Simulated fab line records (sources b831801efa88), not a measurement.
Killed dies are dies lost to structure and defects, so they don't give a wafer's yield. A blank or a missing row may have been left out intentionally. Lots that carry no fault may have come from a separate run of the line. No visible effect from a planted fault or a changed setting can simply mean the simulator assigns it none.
Which tool was responsible? / flow sky130 / 42 wafers from 14 lots sampled at 4 of the route's 708 steps

## WHAT THE GAUGES READ, wafer by wafer
SKY_GATE_OXIDE_TW_MEAS_14. Usual: GATE_OXIDE_TW typically reads 225.1, with standard deviation 1.4.
lot=L842; measured=day 14 02:14; on=film-metro-03; GATE_OXIDE_TW=225.1 223.8 225.1; flag=
lot=L843; measured=day 14 10:23; on=film-metro-02; GATE_OXIDE_TW=227.9 226.5 227.5; flag=
lot=L846; measured=day 15 09:16; on=film-metro-03; GATE_OXIDE_TW=225.0 225.2 224.9; flag=
lot=L847; measured=day 16 06:13; on=film-metro-02; GATE_OXIDE_TW=226.5 225.6 226.4; flag=
lot=L850; measured=day 16 21:29; on=film-metro-03; GATE_OXIDE_TW=224.1 224.2 224.3; flag=
lot=L851; measured=day 17 05:23; on=film-metro-01; GATE_OXIDE_TW=224.3 224.6 223.9; flag=
lot=L852; measured=day 17 09:33; on=film-metro-02; GATE_OXIDE_TW=225.8 225.4 225.0; flag=
lot=L853; measured=day 17 18:32; on=film-metro-02; GATE_OXIDE_TW=225.7 225.9 226.4; flag=
lot=L854; measured=day 18 12:17; on=film-metro-02; GATE_OXIDE_TW=226.1 225.9 227.1; flag=
lot=L856; measured=day 18 16:41; on=film-metro-01; GATE_OXIDE_TW=224.1 224.2 222.4; flag=
lot=L858; measured=day 19 16:58; on=film-metro-01; GATE_OXIDE_TW=223.4 224.1 223.0; flag=
lot=L863; measured=day 21 01:26; on=film-metro-03; GATE_OXIDE_TW=225.0 225.0 225.1; flag=
lot=L864; measured=day 21 18:13; on=film-metro-02; GATE_OXIDE_TW=227.4 226.7 228.1; flag=
lot=L865; measured=day 21 22:57; on=film-metro-01; GATE_OXIDE_TW=222.5 223.7 223.8; flag=

SKY_POLY_GATE_OVL_MEAS_14. Usual: POLY_GATE_OVL typically reads -3 nm, with standard deviation 5.9.
lot=L842; measured=day 16 12:29; on=overlay-02; POLY_GATE_OVL (nm)=-6 -7 -10; flag=
lot=L843; measured=day 17 01:29; on=overlay-01; POLY_GATE_OVL (nm)=1 -2 5; flag=
lot=L846; measured=day 18 00:46; on=overlay-02; POLY_GATE_OVL (nm)=-2 -1 4; flag=
lot=L847; measured=day 18 23:23; on=overlay-02; POLY_GATE_OVL (nm)=-11 -6 -7; flag=
lot=L850; measured=day 19 14:34; on=overlay-01; POLY_GATE_OVL (nm)=-2 7 2; flag=
lot=L851; measured=day 20 01:05; on=overlay-02; POLY_GATE_OVL (nm)=-9 -4 -7; flag=
lot=L852; measured=day 20 05:18; on=overlay-02; POLY_GATE_OVL (nm)=-7 -4 -6; flag=
lot=L853; measured=day 20 14:10; on=overlay-01; POLY_GATE_OVL (nm)=9 3 -2; flag=
lot=L854; measured=day 21 08:52; on=overlay-02; POLY_GATE_OVL (nm)=-1 3 3; flag=
lot=L856; measured=day 21 10:54; on=overlay-02; POLY_GATE_OVL (nm)=-2 -8 -3; flag=
lot=L858; measured=day 22 10:58; on=overlay-01; POLY_GATE_OVL (nm)=-1 5 -3; flag=
lot=L863; measured=day 23 18:38; on=overlay-02; POLY_GATE_OVL (nm)=0 -1 -5; flag=
lot=L864; measured=day 24 14:05; on=overlay-01; POLY_GATE_OVL (nm)=0 4 6; flag=
lot=L865; measured=day 24 20:38; on=overlay-02; POLY_GATE_OVL (nm)=-12 -13 -12; flag=

SKY_LDD_P_CD_MEAS_07: target cd 380 nm. Usual: cd-nm 378.5 nm, standard deviation 2.3.
lot=L842; measured=day 19 04:21; on=cd-sem-02; cd-nm (nm)=377.7 380.4 377.5; flag=
lot=L843; measured=day 19 16:25; on=cd-sem-02; cd-nm (nm)=377.7 378.0 377.8; flag=
lot=L846; measured=day 20 16:22; on=cd-sem-01; cd-nm (nm)=380.6 382.9 380.6; flag=
lot=L847; measured=day 21 16:07; on=cd-sem-01; cd-nm (nm)=379.4 379.9 377.8; flag=
lot=L850; measured=day 22 06:27; on=cd-sem-01; cd-nm (nm)=379.5 378.2 378.9; flag=
lot=L851; measured=day 22 17:24; on=cd-sem-02; cd-nm (nm)=376.2 375.4 376.4; flag=
lot=L852; measured=day 22 23:43; on=cd-sem-01; cd-nm (nm)=375.7 376.1 378.7; flag=
lot=L853; measured=day 23 07:51; on=cd-sem-02; cd-nm (nm)=378.5 377.8 381.4; flag=
lot=L854; measured=day 24 00:53; on=cd-sem-02; cd-nm (nm)=381.2 381.2 379.7; flag=
lot=L856; measured=day 24 02:07; on=cd-sem-01; cd-nm (nm)=377.8 378.5 377.7; flag=
lot=L858; measured=day 25 02:32; on=cd-sem-02; cd-nm (nm)=376.2 375.4 381.1; flag=
lot=L863; measured=day 26 10:34; on=cd-sem-02; cd-nm (nm)=375.5 371.6 375.0; flag=
lot=L864; measured=day 27 04:16; on=cd-sem-02; cd-nm (nm)=381.3 380.6 381.9; flag=
lot=L865; measured=day 27 10:25; on=cd-sem-02; cd-nm (nm)=382.8 383.8 383.0; flag=

## EACH LOT AND THE TOOL THAT RAN IT (in order: tool; ch and the chambers of the sampled wafers; start)
lot=L842; SKY_LDD_N_IMPLANT_12=implanter-02 ch 0, day 17 21:11
lot=L843; SKY_LDD_N_IMPLANT_12=implanter-04 ch 0, day 18 09:52
lot=L846; SKY_LDD_N_IMPLANT_12=implanter-04 ch 0, day 19 09:17
lot=L847; SKY_LDD_N_IMPLANT_12=implanter-02 ch 0, day 20 09:09
lot=L850; SKY_LDD_N_IMPLANT_12=implanter-03 ch 0, day 20 22:50
lot=L851; SKY_LDD_N_IMPLANT_12=implanter-02 ch 0, day 21 10:13
lot=L852; SKY_LDD_N_IMPLANT_12=implanter-02 ch 0, day 21 16:43
lot=L853; SKY_LDD_N_IMPLANT_12=implanter-02 ch 0, day 22 00:41
lot=L854; SKY_LDD_N_IMPLANT_12=implanter-03 ch 0, day 22 17:56
lot=L856; SKY_LDD_N_IMPLANT_12=implanter-02 ch 0, day 22 19:53
lot=L858; SKY_LDD_N_IMPLANT_12=implanter-02 ch 0, day 23 19:58
lot=L863; SKY_LDD_N_IMPLANT_12=implanter-04 ch 0, day 25 03:57
lot=L864; SKY_LDD_N_IMPLANT_12=implanter-04 ch 0, day 25 22:49
lot=L865; SKY_LDD_N_IMPLANT_12=implanter-03 ch 0, day 26 05:16
- SKY_LDD_N_IMPLANT_12

## WHAT THE TOOLS THEMSELVES READ (means of the sampled wafers that have a number; where no wafer has one, the mark that the record gives instead)
SKY_LDD_N_IMPLANT_12. Usual: rotation-deg 0.006 degrees, standard deviation 0.02.
lot=L842; tool=implanter-02; rotation-deg (degrees)=-0.015; flag=
lot=L843; tool=implanter-04; rotation-deg (degrees)=-0.009; flag=
lot=L846; tool=implanter-04; rotation-deg (degrees)=0.004; flag=
lot=L847; tool=implanter-02; rotation-deg (degrees)=0.000; flag=
lot=L850; tool=implanter-03; rotation-deg (degrees)=0.016; flag=
lot=L851; tool=implanter-02; rotation-deg (degrees)=0.026; flag=
lot=L852; tool=implanter-02; rotation-deg (degrees)=-0.013; flag=
lot=L853; tool=implanter-02; rotation-deg (degrees)=0.027; flag=
lot=L854; tool=implanter-03; rotation-deg (degrees)=0.022; flag=
lot=L856; tool=implanter-02; rotation-deg (degrees)=82.312; flag=OFF
lot=L858; tool=implanter-02; rotation-deg (degrees)=82.318; flag=OFF
lot=L863; tool=implanter-04; rotation-deg (degrees)=0.002; flag=
lot=L864; tool=implanter-04; rotation-deg (degrees)=0.035; flag=
lot=L865; tool=implanter-03; rotation-deg (degrees)=0.000; flag=

## THE ANSWER, worked out from the rows above alone
Rule: a lot counts as off when the mean over its wafers that have a number is more than 3 standard deviations away from the usual mean. Also off: a lot with no number at a reading for which 4 or more lots have one. The other lots that the step has rows for count as sound. Order of review: gauges by route order, followed by the tools' own readings, for which a lot's mean as printed above is used. At the first step where some lot is off, the reading lying furthest off is the one used; lots without a number count as furthest.
Off: L856, L858 (SKY_LDD_N_IMPLANT_12, rotation-deg).
If a tool, at that step or one of the process steps before it, ran each lot that is off and ran no sound lot following the first of them, it fits. One fits: implanter-02 at SKY_LDD_N_IMPLANT_12. A fault onset in the window from L853 (day 22 00:41, its last sound lot) to L856 (day 22 19:53, its first lot off) fits.
The tool's own readings at SKY_LDD_N_IMPLANT_12 bear it out: on the lots that are off they differ by more than 5 times the standard deviation of the sound lots' means. rotation-deg reads 82.315 degrees there against 0.008 degrees on the sound lots.

## WHAT THE SIMULATOR HAD INSERTED
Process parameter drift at SKY_LDD_N_IMPLANT_12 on implanter-02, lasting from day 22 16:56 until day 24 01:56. Setting rotation-deg, moved by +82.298, from 0. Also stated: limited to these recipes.
Lots struck among those shown: L856, L858. The rule given above showed the same thing.
